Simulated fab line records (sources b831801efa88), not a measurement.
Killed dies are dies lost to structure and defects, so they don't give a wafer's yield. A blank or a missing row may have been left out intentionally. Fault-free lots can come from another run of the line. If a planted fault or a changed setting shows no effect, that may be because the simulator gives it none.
Which tool is to blame? / flow sky130 / Sampling: 11 lots, 33 wafers, 6 of 708 route steps

== WHAT EACH GAUGE READ, for each wafer ==
No reading from a measuring or inspecting step in the record can be judged against a usual standard deviation.

== EACH LOT AND THE TOOL THAT RAN IT (in order: tool; ch and the chambers of the sampled wafers; start) ==
lot=L561; SKY_METAL1_ETCH_18=rie metal-01 ch 0,1, day 32 21:01; SKY_VIA1_CMP_02=cmp-02 ch 0,2, day 32 21:59; SKY_VIA1_ETCH_15=rie diel-01 ch 1,3, day 34 01:35; SKY_VIA1_STRIP_16=plasma asher-01 ch 0,1, day 34 01:38; SKY_VIA1_CVD_21=cvd w-02 ch 1, day 34 02:20; SKY_PAD_OPEN_PROBE_99=prober-02, day 45 22:02
lot=L562; SKY_METAL1_ETCH_18=rie metal-04 ch 0,1, day 33 08:02; SKY_VIA1_CMP_02=cmp-02 ch 0,2,3, day 33 09:04; SKY_VIA1_ETCH_15=rie diel-02 ch 0,1,2, day 34 11:50; SKY_VIA1_STRIP_16=plasma asher-01 ch 0,1, day 34 11:53; SKY_VIA1_CVD_21=cvd w-01 ch 0,1, day 34 12:32; SKY_PAD_OPEN_PROBE_99=prober-01, day 46 04:48
lot=L563; SKY_METAL1_ETCH_18=rie metal-04 ch 0,1, day 33 15:49; SKY_VIA1_CMP_02=cmp-01 ch 0,1,3, day 33 16:53; SKY_VIA1_ETCH_15=rie diel-02 ch 0,2,3, day 34 19:05; SKY_VIA1_STRIP_16=plasma asher-03 ch 0,1, day 34 19:08; SKY_VIA1_CVD_21=cvd w-01 ch 0,1, day 34 19:47; SKY_PAD_OPEN_PROBE_99=prober-02, day 46 11:40
lot=L570; SKY_METAL1_ETCH_18=rie metal-03 ch 0, day 36 03:04; SKY_VIA1_CMP_02=cmp-02 ch 1,2, day 36 04:04; SKY_VIA1_ETCH_15=rie diel-02 ch 0,3, day 37 06:14; SKY_VIA1_STRIP_16=plasma asher-03 ch 0,1, day 37 06:17; SKY_VIA1_CVD_21=cvd w-01 ch 0,1, day 37 06:56; SKY_PAD_OPEN_PROBE_99=prober-01, day 48 07:49
lot=L571; SKY_METAL1_ETCH_18=rie metal-03 ch 0,1, day 36 12:43; SKY_VIA1_CMP_02=cmp-01 ch 0,1,3, day 36 13:38; SKY_VIA1_ETCH_15=rie diel-02 ch 1,3, day 37 15:14; SKY_VIA1_STRIP_16=plasma asher-02 ch 0,1, day 37 15:17; SKY_VIA1_CVD_21=cvd w-02 ch 0,1, day 37 15:56; SKY_PAD_OPEN_PROBE_99=prober-02, day 48 13:58
lot=L574; SKY_METAL1_ETCH_18=rie metal-01 ch 0,1, day 37 06:55; SKY_VIA1_CMP_02=cmp-01 ch 0,1, day 37 07:53; SKY_VIA1_ETCH_15=rie diel-04 ch 2,3, day 38 09:02; SKY_VIA1_STRIP_16=plasma asher-02 ch 0,1, day 38 09:05; SKY_VIA1_CVD_21=cvd w-02 ch 0,1, day 38 09:44; SKY_PAD_OPEN_PROBE_99=prober-01, day 49 04:45
lot=L575; SKY_METAL1_ETCH_18=rie metal-04 ch 0,1, day 37 07:55; SKY_VIA1_CMP_02=cmp-02 ch 0,1,2, day 37 08:52; SKY_VIA1_ETCH_15=rie diel-01 ch 0,2,3, day 38 11:02; SKY_VIA1_STRIP_16=plasma asher-01 ch 0,1, day 38 11:05; SKY_VIA1_CVD_21=cvd w-02 ch 0,1, day 38 11:44; SKY_PAD_OPEN_PROBE_99=prober-02, day 49 06:27
lot=L577; SKY_METAL1_ETCH_18=rie metal-01 ch 0,1, day 38 04:22; SKY_VIA1_CMP_02=cmp-01 ch 0,3, day 38 05:20; SKY_VIA1_ETCH_15=rie diel-01 ch 1,3, day 39 06:29; SKY_VIA1_STRIP_16=plasma asher-03 ch 0,1, day 39 06:32; SKY_VIA1_CVD_21=cvd w-01 ch 0,1, day 39 07:13; SKY_PAD_OPEN_PROBE_99=prober-02, day 49 17:30
lot=L578; SKY_METAL1_ETCH_18=rie metal-03 ch 0, day 38 16:26; SKY_VIA1_CMP_02=cmp-01 ch 0,1,3, day 38 17:37; SKY_VIA1_ETCH_15=rie diel-04 ch 1,2, day 39 19:27; SKY_VIA1_STRIP_16=plasma asher-02 ch 0,1, day 39 19:30; SKY_VIA1_CVD_21=cvd w-02 ch 0,1, day 39 20:09; SKY_PAD_OPEN_PROBE_99=prober-01, day 50 05:21
lot=L582; SKY_METAL1_ETCH_18=rie metal-04 ch 0,1, day 39 11:14; SKY_VIA1_CMP_02=cmp-02 ch 0,1,3, day 39 12:27; SKY_VIA1_ETCH_15=rie diel-04 ch 1,2,3, day 40 13:05; SKY_VIA1_STRIP_16=plasma asher-01 ch 0,1, day 40 13:08; SKY_VIA1_CVD_21=cvd w-02 ch 0,1, day 40 13:50; SKY_PAD_OPEN_PROBE_99=prober-01, day 50 17:46
lot=L584; SKY_METAL1_ETCH_18=rie metal-01 ch 0,1, day 40 05:47; SKY_VIA1_CMP_02=cmp-01 ch 0,2,3, day 40 07:01; SKY_VIA1_ETCH_15=rie diel-02 ch 0,2,3, day 41 08:02; SKY_VIA1_STRIP_16=plasma asher-02 ch 0,1, day 41 08:05; SKY_VIA1_CVD_21=cvd w-01 ch 0,1, day 41 08:47; SKY_PAD_OPEN_PROBE_99=prober-01, day 51 03:52
- SKY_METAL1_ETCH_18: etches BARC in N2/H2, stops on SiO2, time 45.9 s, target depth 60 nm.
- SKY_VIA1_CMP_02: polishes SiO2.
- SKY_VIA1_ETCH_15: etches SiO2 in C4F8/O2/Ar, stops on TiN, target depth 351 nm, time 54 s.
- SKY_VIA1_STRIP_16: strips in O2/N2.
- SKY_VIA1_CVD_21: deposits W, target thk 270 nm, time 80.902 s.
- SKY_PAD_OPEN_PROBE_99

== WHAT THE TOOLS THEMSELVES READ (means of the sampled wafers that have a number; where no wafer has one, the mark that the record gives instead) ==
SKY_METAL1_ETCH_18.
lot=L561; tool=rie metal-01; drypump motor current A (A)=5.5; h2 flow sccm (sccm)=200.1; oes product au (a.u.)=0.856; throttle valve pct (%)=13.216
lot=L562; tool=rie metal-04; drypump motor current A (A)=5.7; h2 flow sccm (sccm)=199.8; oes product au (a.u.)=0.854; throttle valve pct (%)=13.226
lot=L563; tool=rie metal-04; drypump motor current A (A)=5.9; h2 flow sccm (sccm)=199.6; oes product au (a.u.)=0.861; throttle valve pct (%)=13.228
lot=L570; tool=rie metal-03; drypump motor current A (A)=5.9; h2 flow sccm (sccm)=200.2; oes product au (a.u.)=0.856; throttle valve pct (%)=13.220
lot=L571; tool=rie metal-03; drypump motor current A (A)=5.9; h2 flow sccm (sccm)=200.5; oes product au (a.u.)=0.857; throttle valve pct (%)=13.222
lot=L574; tool=rie metal-01; drypump motor current A (A)=5.5; h2 flow sccm (sccm)=199.6; oes product au (a.u.)=0.854; throttle valve pct (%)=13.230
lot=L575; tool=rie metal-04; drypump motor current A (A)=5.7; h2 flow sccm (sccm)=200.9; oes product au (a.u.)=0.855; throttle valve pct (%)=13.220
lot=L577; tool=rie metal-01; drypump motor current A (A)=5.5; h2 flow sccm (sccm)=200.5; oes product au (a.u.)=0.855; throttle valve pct (%)=13.230
lot=L578; tool=rie metal-03; drypump motor current A (A)=6.0; h2 flow sccm (sccm)=200.3; oes product au (a.u.)=0.857; throttle valve pct (%)=13.215
lot=L582; tool=rie metal-04; drypump motor current A (A)=5.9; h2 flow sccm (sccm)=200.6; oes product au (a.u.)=0.852; throttle valve pct (%)=13.221
lot=L584; tool=rie metal-01; drypump motor current A (A)=5.1; h2 flow sccm (sccm)=199.8; oes product au (a.u.)=0.850; throttle valve pct (%)=13.216

SKY_VIA1_CMP_02.
lot=L561; tool=cmp-02; motor current A (A)=11.8
lot=L562; tool=cmp-02; motor current A (A)=12.3
lot=L563; tool=cmp-01; motor current A (A)=12.4
lot=L570; tool=cmp-02; motor current A (A)=13.0
lot=L571; tool=cmp-01; motor current A (A)=12.1
lot=L574; tool=cmp-01; motor current A (A)=11.5
lot=L575; tool=cmp-02; motor current A (A)=12.2
lot=L577; tool=cmp-01; motor current A (A)=12.1
lot=L578; tool=cmp-01; motor current A (A)=12.3
lot=L582; tool=cmp-02; motor current A (A)=12.0
lot=L584; tool=cmp-01; motor current A (A)=13.5

SKY_VIA1_ETCH_15.
lot=L561; tool=rie diel-01; oes product au (a.u.)=0.984
lot=L562; tool=rie diel-02; oes product au (a.u.)=0.979
lot=L563; tool=rie diel-02; oes product au (a.u.)=0.984
lot=L570; tool=rie diel-02; oes product au (a.u.)=0.988
lot=L571; tool=rie diel-02; oes product au (a.u.)=0.988
lot=L574; tool=rie diel-04; oes product au (a.u.)=0.984
lot=L575; tool=rie diel-01; oes product au (a.u.)=0.985
lot=L577; tool=rie diel-01; oes product au (a.u.)=0.980
lot=L578; tool=rie diel-04; oes product au (a.u.)=0.982
lot=L582; tool=rie diel-04; oes product au (a.u.)=0.979
lot=L584; tool=rie diel-02; oes product au (a.u.)=0.976

SKY_VIA1_STRIP_16.
lot=L561; tool=plasma asher-01; drypump motor current A (A)=5.8; oes product au (a.u.)=0.413; strip time to endpoint s (s)=4.441
lot=L562; tool=plasma asher-01; drypump motor current A (A)=5.7; oes product au (a.u.)=0.418; strip time to endpoint s (s)=4.445
lot=L563; tool=plasma asher-03; drypump motor current A (A)=5.5; oes product au (a.u.)=0.416; strip time to endpoint s (s)=4.481
lot=L570; tool=plasma asher-03; drypump motor current A (A)=5.6; oes product au (a.u.)=0.403; strip time to endpoint s (s)=4.153
lot=L571; tool=plasma asher-02; drypump motor current A (A)=6.3; oes product au (a.u.)=0.401; strip time to endpoint s (s)=4.148
lot=L574; tool=plasma asher-02; drypump motor current A (A)=6.3; oes product au (a.u.)=0.411; strip time to endpoint s (s)=4.430
lot=L575; tool=plasma asher-01; drypump motor current A (A)=5.8; oes product au (a.u.)=0.413; strip time to endpoint s (s)=4.425
lot=L577; tool=plasma asher-03; drypump motor current A (A)=5.6; oes product au (a.u.)=0.414; strip time to endpoint s (s)=4.437
lot=L578; tool=plasma asher-02; drypump motor current A (A)=6.4; oes product au (a.u.)=0.420; strip time to endpoint s (s)=4.459
lot=L582; tool=plasma asher-01; drypump motor current A (A)=5.8; oes product au (a.u.)=0.412; strip time to endpoint s (s)=4.455
lot=L584; tool=plasma asher-02; drypump motor current A (A)=6.4; oes product au (a.u.)=0.414; strip time to endpoint s (s)=4.451

SKY_VIA1_CVD_21.
lot=L561; tool=cvd w-02; heater power outer w (W)=555; heater power w (W)=893
lot=L562; tool=cvd w-01; heater power outer w (W)=588; heater power w (W)=921
lot=L563; tool=cvd w-01; heater power outer w (W)=562; heater power w (W)=887
lot=L570; tool=cvd w-01; heater power outer w (W)=574; heater power w (W)=883
lot=L571; tool=cvd w-02; heater power outer w (W)=543; heater power w (W)=879
lot=L574; tool=cvd w-02; heater power outer w (W)=539; heater power w (W)=869
lot=L575; tool=cvd w-02; heater power outer w (W)=540; heater power w (W)=865
lot=L577; tool=cvd w-01; heater power outer w (W)=561; heater power w (W)=907
lot=L578; tool=cvd w-02; heater power outer w (W)=544; heater power w (W)=876
lot=L582; tool=cvd w-02; heater power outer w (W)=529; heater power w (W)=832
lot=L584; tool=cvd w-01; heater power outer w (W)=560; heater power w (W)=873

SKY_PAD_OPEN_PROBE_99.
lot=L561; tool=prober-02; defect limited yield (%)=81.2; killed_at_M0_to_M3=51; killed_at_M4_up=2.7; killed at contacts=23; killed at front end=16; killed at other=0.0; killed dies=92; killed open=49; killed short=43; sort_bin_3_pad_short (%)=1.1; sort_bin_5_function (%)=10.9; sort_bin_6_memory (%)=6.7; sort n pass=400; sort yield pct (%)=81.2
lot=L562; tool=prober-01; defect limited yield (%)=83.2; killed_at_M0_to_M3=40; killed_at_M4_up=2.7; killed at contacts=23; killed at front end=16; killed at other=0.0; killed dies=82; killed open=42; killed short=40; sort_bin_3_pad_short (%)=0.8; sort_bin_5_function (%)=10.8; sort_bin_6_memory (%)=5.2; sort n pass=410; sort yield pct (%)=83.2
lot=L563; tool=prober-02; defect limited yield (%)=82.2; killed_at_M0_to_M3=43; killed_at_M4_up=2.7; killed at contacts=24; killed at front end=18; killed at other=0.0; killed dies=88; killed open=45; killed short=43; sort_bin_3_pad_short (%)=0.7; sort_bin_5_function (%)=10.6; sort_bin_6_memory (%)=6.6; sort n pass=404; sort yield pct (%)=82.2
lot=L570; tool=prober-01; defect limited yield (%)=83.3; killed_at_M0_to_M3=47; killed_at_M4_up=1.3; killed at contacts=23; killed at front end=11; killed at other=0.0; killed dies=82; killed open=44; killed short=38; sort_bin_3_pad_short (%)=1.0; sort_bin_5_function (%)=9.5; sort_bin_6_memory (%)=6.2; sort n pass=410; sort yield pct (%)=83.3
lot=L571; tool=prober-02; defect limited yield (%)=82.6; killed_at_M0_to_M3=43; killed_at_M4_up=2.7; killed at contacts=28; killed at front end=12; killed at other=0.0; killed dies=86; killed open=53; killed short=33; sort_bin_3_pad_short (%)=1.0; sort_bin_5_function (%)=10.2; sort_bin_6_memory (%)=6.2; sort n pass=406; sort yield pct (%)=82.6
lot=L574; tool=prober-01; defect limited yield (%)=83.3; killed_at_M0_to_M3=37; killed_at_M4_up=2.7; killed at contacts=27; killed at front end=15; killed at other=0.3; killed dies=82; killed open=44; killed short=38; sort_bin_3_pad_short (%)=0.7; sort_bin_5_function (%)=11.3; sort_bin_6_memory (%)=4.7; sort n pass=410; sort yield pct (%)=83.3
lot=L575; tool=prober-02; defect limited yield (%)=84.8; killed_at_M0_to_M3=35; killed_at_M4_up=2.7; killed at contacts=27; killed at front end=10; killed at other=0.3; killed dies=75; killed open=41; killed short=34; sort_bin_3_pad_short (%)=0.6; sort_bin_5_function (%)=9.5; sort_bin_6_memory (%)=5.2; sort n pass=417; sort yield pct (%)=84.8
lot=L577; tool=prober-02; defect limited yield (%)=82.8; killed_at_M0_to_M3=42; killed_at_M4_up=5.0; killed at contacts=25; killed at front end=12; killed at other=0.3; killed dies=84; killed open=45; killed short=39; sort_bin_3_pad_short (%)=1.0; sort_bin_5_function (%)=9.8; sort_bin_6_memory (%)=6.4; sort n pass=408; sort yield pct (%)=82.8
lot=L578; tool=prober-01; defect limited yield (%)=83.1; killed_at_M0_to_M3=40; killed_at_M4_up=2.0; killed at contacts=27; killed at front end=14; killed at other=0.0; killed dies=83; killed open=43; killed short=40; sort_bin_3_pad_short (%)=0.9; sort_bin_5_function (%)=9.8; sort_bin_6_memory (%)=6.1; sort n pass=409; sort yield pct (%)=83.1
lot=L582; tool=prober-01; defect limited yield (%)=83.9; killed_at_M0_to_M3=41; killed_at_M4_up=2.3; killed at contacts=22; killed at front end=13; killed at other=0.7; killed dies=79; killed open=40; killed short=40; sort_bin_3_pad_short (%)=0.9; sort_bin_5_function (%)=9.2; sort_bin_6_memory (%)=6.0; sort n pass=413; sort yield pct (%)=83.9
lot=L584; tool=prober-01; defect limited yield (%)=82.6; killed_at_M0_to_M3=43; killed_at_M4_up=2.7; killed at contacts=29; killed at front end=11; killed at other=0.3; killed dies=86; killed open=54; killed short=32; sort_bin_3_pad_short (%)=0.9; sort_bin_5_function (%)=9.6; sort_bin_6_memory (%)=6.9; sort n pass=406; sort yield pct (%)=82.6

== THE ANSWER, worked out from the rows above alone ==
Rule: usual is defined by the lots themselves. The widest of any qualifying gaps counts: lots, ordered by their means at a reading, are off when they make up no more than a third of the lots, leave a main group of 4 or more, and stand apart from it by 3 or more times the standard deviation of that group's means. A main group is skipped when, at the precision printed for the reading in the tables above, its means are all equal. A lot without any number at a reading at which 4 lots or more have one is off too. Where the step has rows for the other lots, those lots are counted as sound. Order of review: gauges by route order, followed by the tools' own readings, for which a lot's mean as printed above is used. The first step at which some lot is off is used, and at that step the reading that is off furthest; a lot without a number counts as furthest.
Off: L570, L571, at SKY_VIA1_STRIP_16 (strip time to endpoint s). Main group: mean 4.447 s, sd 0.016.
If a tool, at that step or one of the process steps before it, ran each lot that is off and ran no sound lot following the first of them, it fits. No candidate that was tried fits.

== WHAT THE SIMULATOR PUT IN ==
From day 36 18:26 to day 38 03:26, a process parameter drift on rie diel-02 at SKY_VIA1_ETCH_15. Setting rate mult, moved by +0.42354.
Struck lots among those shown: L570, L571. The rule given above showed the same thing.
